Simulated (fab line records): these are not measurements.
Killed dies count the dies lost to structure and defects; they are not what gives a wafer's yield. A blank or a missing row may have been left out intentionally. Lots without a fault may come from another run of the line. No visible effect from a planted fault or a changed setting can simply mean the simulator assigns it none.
Matching of chambers    flow sfq line    pecvd-04 running SFQ_TRILAYER_I7_DEP_PECVD_183: 3 sister chambers
The step deposits SiO2 from SiH4/N2O, time 111.11 s, target thk 500 nm. 15 wafers are shown with their chamber, then 7 later ones without.

## WAFERS, EACH WITH ITS CHAMBER
wafer   chamber  throttle valve pct (%)  heater power w (W)
L963.1  1        25.4                    61
L963.3  0        25.2                    65
L963.6  1        25.1                    63
L964.2  2        23.5                    72
L964.3  1        25.3                    60
L964.4  2        23.4                    78
L965.2  2        23.7                    71
L965.3  0        24.9                    60
L965.5  2        23.5                    75
L968.1  0        24.9                    73
L968.2  1        25.5                    58
L968.6  2        23.6                    72
L973.3  1        25.4                    70
L973.4  0        24.9                    70
L973.5  2        23.4                    77

SIGNATURES (means of the wafers above)
reading             chamber 0  chamber 1  chamber 2  scatter within a chamber
throttle valve pct  24.975     25.340     23.517     0.138
heater power w      67.00      62.40      74.17      4.34
Rule: a wafer lies at a distance from a chamber equal to the root of the sum of squares, over the readings, of (its reading less the chamber's mean, divided by the reading's scatter). If the next closest chamber is less than 2 further off than the closest, the wafer can't be placed; otherwise it belongs to the closest. The scatter: take each reading less its chamber's mean, square it, sum over the shown wafers, divide by the number of wafers less the number of chambers, and take the root.

## WAFERS WITHOUT THEIR CHAMBER
wafer   throttle valve pct (%)  heater power w (W)
L980.3  22.7                    73
L980.4  22.5                    63
L982.4  23.2                    84
L982.5  22.7                    70
L984.2  23.7                    68
L984.3  23.0                    72
L984.4  23.9                    54

## WHICH CHAMBER EACH WENT THROUGH
wafer    from the rows above   in truth
L980.3   2                     2
L980.4   2                     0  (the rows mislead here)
L982.4   2                     2
L982.5   2                     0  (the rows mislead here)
L984.2   2                     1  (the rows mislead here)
L984.3   2                     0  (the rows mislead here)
L984.4   2                     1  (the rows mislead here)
Correct placement for 2 of the 7. Left unplaced by these rows: 0. Placed wrongly: 5.
